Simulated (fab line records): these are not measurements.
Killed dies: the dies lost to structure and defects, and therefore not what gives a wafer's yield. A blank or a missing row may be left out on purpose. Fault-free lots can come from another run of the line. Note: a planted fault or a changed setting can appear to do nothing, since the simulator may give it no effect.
fab line records    flow sky130
[record] lots = 14  wafers = 42  lastDay = 50
route steps=708 shown METAL2@484 VIA2@516
lots untouched by any fault: they come from a run of this same line in which no faults occurred
startH: hours from the record's opening day to when the first of the lot's shown wafers began    waitH: time in hours since the lot's previous step    " unchanged from the row above    L1.1+2: one row covering several wafers at once    - no value present, or no start provided    * or withheld: withheld    < > ~ a bound
route shown NAME@n: names a module that has steps shown in the file, with the first one's number in the route    usual: the fault-free wafers' mean and standard deviation    same: alike in all rows    chamber/n: place in a boat    sites: each site's reading    _std_site: their standard deviation    _edge_site: mean of outer sites minus mean of inner sites    radiusMm: how far each site lies from the wafer's centre    mask NAME#n: copy n    behind: the tool/chamber that last shaped the wafer    hold: cause of the lot's hold/its duration in hours/its outcome    device: transistor that didn't switch, given as n, p or np    end of line: the route-end tests of the same wafers    step lacking rows: just its recipe    killed: not the wafer's yield, but the dies lost to structure and defects at the first sort    map: shows each die of a wafer: x if killed, . if not, _ if none is there
set.NAME: the setting the step ran with; set.NAME@STEP: the setting that earlier step ran with    model.NAME: the simulator's own value behind a step, which no gauge read
route steps across a sampled set of lots; one table per step, one row per wafer
services: a tool's chamber out of use, with start hour (startH, from the record's first day; less than 0 if before it), hours out, and reason
[[steps]]
[step SKY_METAL2_SPUTTER_01]
[recipe] material = TiN  targetThkNm = 20  powerW = 6500  timeS = 16.7  chamberPressurePa = 0.4
[usual] throttleValvePct = 30.4/0.95
lot.wafer  tool           chamber  startH  waitH  throttleValvePct
L311.2     pvdSputter-04  -        807.98  0.0    29.2
L311.4     "              -        "       "      30.6
L311.6     "              -        "       "      31.0
L314.4     pvdSputter-04  -        825.26  0.0    29.1
L314.5     "              -        "       "      29.0
L314.6     "              -        "       "      30.8
L313.1     pvdSputter-01  -        827.69  0.0    29.7
L313.2     "              -        "       "      28.7
L313.5     "              -        "       "      30.8
L316.1     pvdSputter-04  -        836.05  0.0    29.2
L316.2     "              -        "       "      30.8
L316.3     "              -        "       "      30.9
L317.2     pvdSputter-01  -        848.37  0.0    28.4
L317.4     "              -        "       "      30.6
L317.6     "              -        "       "      28.6
L318.2     pvdSputter-01  -        851.54  0.0    30.1
L318.3     "              -        "       "      29.0
L318.4     "              -        "       "      29.9
L319.1     pvdSputter-03  -        861.63  0.0    30.8
L319.2     "              -        "       "      31.9
L319.5     "              -        "       "      31.7
L320.2     pvdSputter-01  -        876.69  0.0    30.7
L320.5     "              -        "       "      30.5
L320.6     "              -        "       "      28.6
L321.2     pvdSputter-04  -        881.45  0.0    30.7
L321.3     "              -        "       "      29.2
L321.4     "              -        "       "      31.1
L322.1     pvdSputter-04  -        889.04  0.0    30.8
L322.2     "              -        "       "      29.2
L322.5     "              -        "       "      30.9
L323.1     pvdSputter-04  -        901.07  0.0    30.8
L323.3     "              -        "       "      31.0
L323.5     "              -        "       "      30.6
L324.2     pvdSputter-01  -        903.84  0.0    30.6
L324.4     "              -        "       "      29.8
L324.5     "              -        "       "      29.8
L331.1     pvdSputter-01  -        942.14  0.0    28.6
L331.3     "              -        "       "      30.1
L331.5     "              -        "       "      29.8
L333.1     pvdSputter-03  -        961.55  0.0    30.8
L333.2     "              -        "       "      31.7
L333.3     "              -        "       "      31.7
[step SKY_METAL2_CD_MEAS_15]
[recipe] targetCdNm = 140
[usual] cdNm = 139.0/1.4
lot.wafer  tool      chamber  startH  waitH  cdNm
L311.2     cdSem-01  -        834.58  -      138.7
L311.4     "         -        "       "      139.1
L311.6     "         -        "       "      137.5
L314.4     cdSem-02  -        851.41  -      138.3
L314.5     "         -        "       "      140.1
L314.6     "         -        "       "      137.8
L313.1     cdSem-02  -        853.25  -      140.6
L313.2     "         -        "       "      142.9
L313.5     "         -        "       "      142.8
L316.1     cdSem-02  -        860.91  -      139.0
L316.2     "         -        "       "      138.1
L316.3     "         -        "       "      138.6
L317.2     cdSem-02  -        874.27  -      140.1
L317.4     "         -        "       "      140.7
L317.6     "         -        "       "      139.8
L318.2     cdSem-01  -        877.92  -      140.6
L318.3     "         -        "       "      139.2
L318.4     "         -        "       "      139.9
L319.1     cdSem-02  -        887.71  -      138.2
L319.2     "         -        "       "      138.6
L319.5     "         -        "       "      138.2
L320.2     cdSem-02  -        901.97  -      141.4
L320.5     "         -        "       "      140.2
L320.6     "         -        "       "      140.5
L321.2     cdSem-02  -        907.07  -      138.1
L321.3     "         -        "       "      138.6
L321.4     "         -        "       "      138.0
L322.1     cdSem-01  -        914.26  -      139.0
L322.2     "         -        "       "      139.6
L322.5     "         -        "       "      139.2
L323.1     cdSem-02  -        925.00  -      139.4
L323.3     "         -        "       "      139.5
L323.5     "         -        "       "      139.8
L324.2     cdSem-01  -        927.37  -      135.4
L324.4     "         -        "       "      137.4
L324.5     "         -        "       "      136.4
L331.1     cdSem-02  -        966.30  -      138.4
L331.3     "         -        "       "      139.0
L331.5     "         -        "       "      138.6
L333.1     cdSem-01  -        985.36  -      138.8
L333.2     "         -        "       "      139.3
L333.3     "         -        "       "      139.0
[step SKY_VIA2_EXPOSE_09]
[recipe] maskId = VIM2  na = 0.8  sourceShape = annular  sigmaInner = 0.55  sigmaOuter = 0.85  targetCdNm = 200  doseMj = 38
lot.wafer   tool           chamber  startH  waitH  mask
L311.2+4+6  krfScanner-01  0        849.13  -      VIM2#0
L314.4+5+6  krfScanner-01  0        865.98  -      VIM2#0
L313.1+2+5  krfScanner-02  0        867.89  -      VIM2#0
L316.1+2+3  krfScanner-02  0        876.21  -      VIM2#0
L317.2+4+6  krfScanner-02  0        888.50  -      VIM2#0
L318.2+3+4  krfScanner-02  0        891.76  -      VIM2#0
L319.1+2+5  krfScanner-01  0        902.23  -      VIM2#0
L320.2+5+6  krfScanner-01  0        915.02  -      VIM2#0
L321.2+3+4  krfScanner-02  0        921.25  -      VIM2#0
L322.1+2+5  krfScanner-01  0        927.98  -      VIM2#0
L323.1+3+5  krfScanner-01  0        939.11  -      VIM2#0
L324.2+4+5  krfScanner-02  0        941.35  -      VIM2#0
L331.1+3+5  krfScanner-02  0        980.16  -      VIM2#0
L333.1+2+3  krfScanner-01  0        998.26  -      VIM2#0
[step SKY_VIA2_CD_MEAS_12]
[recipe] targetCdNm = 200
[usual] cdNm = 200.6/1.3
lot.wafer  tool      chamber  startH   waitH  cdNm
L311.2     cdSem-01  -        860.71   -      201.3
L311.4     "         -        "        "      199.7
L311.6     "         -        "        "      201.5
L314.4     cdSem-01  -        879.55   -      199.4
L314.5     "         -        "        "      198.9
L314.6     "         -        "        "      199.8
L313.1     cdSem-02  -        880.91   -      201.6
L313.2     "         -        "        "      200.4
L313.5     "         -        "        "      201.0
L316.1     cdSem-02  -        888.36   -      201.9
L316.2     "         -        "        "      202.3
L316.3     "         -        "        "      201.5
L317.2     cdSem-02  -        900.57   -      198.1
L317.4     "         -        "        "      197.0
L317.6     "         -        "        "      198.2
L318.2     cdSem-01  -        904.78   -      201.2
L318.3     "         -        "        "      201.2
L318.4     "         -        "        "      200.4
L319.1     cdSem-02  -        914.01   -      199.9
L319.2     "         -        "        "      200.1
L319.5     "         -        "        "      200.6
L320.2     cdSem-01  -        926.67   -      201.3
L320.5     "         -        "        "      201.2
L320.6     "         -        "        "      200.2
L321.2     cdSem-01  -        933.57   -      198.5
L321.3     "         -        "        "      200.0
L321.4     "         -        "        "      199.3
L322.1     cdSem-01  -        940.30   -      200.2
L322.2     "         -        "        "      201.0
L322.5     "         -        "        "      173.7
L323.1     cdSem-01  -        950.75   -      201.9
L323.3     "         -        "        "      202.2
L323.5     "         -        "        "      175.7
L324.2     cdSem-02  -        952.92   -      199.9
L324.4     "         -        "        "      200.4
L324.5     "         -        "        "      201.3
L331.1     cdSem-01  -        992.11   -      201.9
L331.3     "         -        "        "      200.0
L331.5     "         -        "        "      200.4
L333.1     cdSem-01  -        1009.66  -      201.5
L333.2     "         -        "        "      200.1
L333.3     "         -        "        "      200.2
[step SKY_VIA2_ETCH_14]
[recipe] chemistry = N2/H2  target = BARC  ionEnergyEv = 200  sourceW = 500  biasW = 100  pressureMtorr = 30  n2FlowSccm = 100  h2FlowSccm = 200  stopOn = SiO2  timeS = 45.9  targetDepthA = 600
[usual] biasW = 99.98/0.28  drypumpMotorCurrentA = 5.7/0.42  oesProductAu = 0.855/0.0047  throttleValvePct = 13.224/0.0096
lot.wafer  tool        chamber  startH   waitH  biasW   drypumpMotorCurrentA  oesProductAu  rfHoursCounterH  throttleValvePct
L311.2     rieDiel-03  0        860.85   0.0    99.76   6.0                   0.864         9                13.220
L311.4     "           3        "        "      100.46  5.4                   0.849         21               13.205
L311.6     "           3        "        "      100.40  5.4                   0.853         -                13.228
L314.4     rieDiel-04  1        879.65   0.0    100.21  6.0                   0.856         7                13.210
L314.5     "           1        "        "      100.07  6.0                   0.852         -                13.227
L314.6     "           2        "        "      100.16  5.7                   0.855         -                13.230
L313.1     rieDiel-04  1        881.07   0.0    99.96   6.0                   0.851         7                13.232
L313.2     "           0        "        "      100.15  5.0                   0.854         1                13.229
L313.5     "           0        "        "      99.94   5.0                   0.858         -                13.242
L316.1     rieDiel-02  3        888.52   0.0    100.03  5.2                   0.851         8                13.218
L316.2     "           0        "        "      100.10  6.2                   0.855         10               13.231
L316.3     "           1        "        "      99.71   5.4                   0.857         26               13.242
L317.2     rieDiel-02  0        900.71   0.0    100.24  6.2                   0.853         11               13.234
L317.4     "           2        "        "      99.69   6.0                   0.843         23               13.227
L317.6     "           3        "        "      100.09  5.2                   0.854         -                13.232
L318.2     rieDiel-03  1        904.92   0.0    99.87   5.2                   0.856         13               13.233
L318.3     "           2        "        "      100.13  6.4                   0.855         19               13.225
L318.4     "           0        "        "      99.74   6.0                   0.862         11               13.213
L319.1     rieDiel-03  0        914.17   0.0    100.08  6.0                   0.856         11               13.219
L319.2     "           3        "        "      99.96   5.4                   0.857         23               13.227
L319.5     "           2        "        "      100.14  6.4                   0.858         -                13.212
L320.2     rieDiel-02  0        926.80   0.0    99.99   6.2                   0.849         12               13.224
L320.5     "           0        "        "      99.83   6.2                   0.856         -                13.224
L320.6     "           1        "        "      99.92   5.4                   0.851         -                13.212
L321.2     rieDiel-03  0        933.70   0.0    100.31  6.0                   0.849         11               13.220
L321.3     "           1        "        "      99.73   5.2                   0.861         13               13.238
L321.4     "           2        "        "      100.04  6.4                   0.852         20               13.218
L322.1     rieDiel-02  3        940.45   0.0    99.37   5.2                   0.856         10               13.223
L322.2     "           1        "        "      99.60   5.4                   0.854         27               13.232
L322.5     "           1        "        "      99.44   5.4                   0.855         -                13.211
L323.1     rieDiel-03  3        950.90   0.0    100.48  5.4                   0.854         24               13.227
L323.3     "           2        "        "      100.05  6.3                   0.850         20               13.220
L323.5     "           1        "        "      100.54  5.2                   0.856         -                13.223
L324.2     rieDiel-02  0        953.05   0.0    100.23  6.2                   0.854         13               13.230
L324.4     "           1        "        "      100.13  5.4                   0.856         28               13.223
L324.5     "           2        "        "      99.97   6.1                   0.848         -                13.228
L331.1     rieDiel-03  1        992.27   0.0    99.99   5.2                   0.865         16               13.210
L331.3     "           2        "        "      100.30  6.4                   0.863         22               13.228
L331.5     "           3        "        "      99.77   5.4                   0.861         -                13.227
L333.1     rieDiel-04  2        1009.82  0.0    100.69  5.7                   0.858         18               13.231
L333.2     "           1        "        "      100.33  5.9                   0.850         11               13.228
L333.3     "           3        "        "      100.35  5.4                   0.848         20               13.215
[[services]]
tool           chamber  startH   hours  kind
krfScanner-02  -        785.59   0.5    repair
rieDiel-03     -        798.36   14.6   pm
krfScanner-02  -        802.37   1.0    pm
krfScanner-02  -        815.93   1.3    pm
krfScanner-01  -        837.47   1.3    pm
rieDiel-02     3        842.10   3.3    repair
krfScanner-01  -        867.47   4.0    pm
krfScanner-01  -        874.11   2.5    repair
pvdSputter-01  -        878.05   16.1   repair
krfScanner-02  -        884.27   3.6    pm
krfScanner-01  -        891.47   8.2    repair
krfScanner-02  -        897.44   7.9    repair
krfScanner-02  -        901.58   1.0    repair
krfScanner-01  -        908.47   1.0    pm
rieDiel-02     0        913.73   2.1    repair
krfScanner-01  -        934.57   0.8    pm
krfScanner-02  -        948.91   7.2    pm
krfScanner-02  -        971.45   1.0    pm
krfScanner-02  -        973.26   0.4    repair
krfScanner-01  -        977.04   5.6    repair
krfScanner-01  -        980.23   0.4    repair
krfScanner-02  -        991.83   1.3    pm
rieDiel-02     -        994.60   15.6   pm
krfScanner-02  -        1008.51  0.8    pm
[[key]]
[firstSign] step = SKY_VIA2_CD_MEAS_12  reading = cdNm  direction = down  sigmas = 20  usual = 200.6  struck = 174.7
effect none on later readings
metAt SKY_VIA2_EXPOSE_09
struckLots L322,L323
struckWafers L322.5,L323.5
sortLeftOut L322.5,L323.5
notActingAt SKY_METAL2_SPUTTER_01,SKY_METAL2_CD_MEAS_15,SKY_VIA2_ETCH_14
onsetBetween 915.02 927.98
[fault] kind = processParameterDrift  tool = krfScanner-01  chamber = -  onsetH = 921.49  steps = SKY_VIA2_EXPOSE_09  channel = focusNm  offset = 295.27  shape = step  endH = 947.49  scope = struckWafersOnly
// sortLeftOut: the simulated sort isn't trusted on such a fault, so these wafers' sort isn't shown, and their yield isn't known
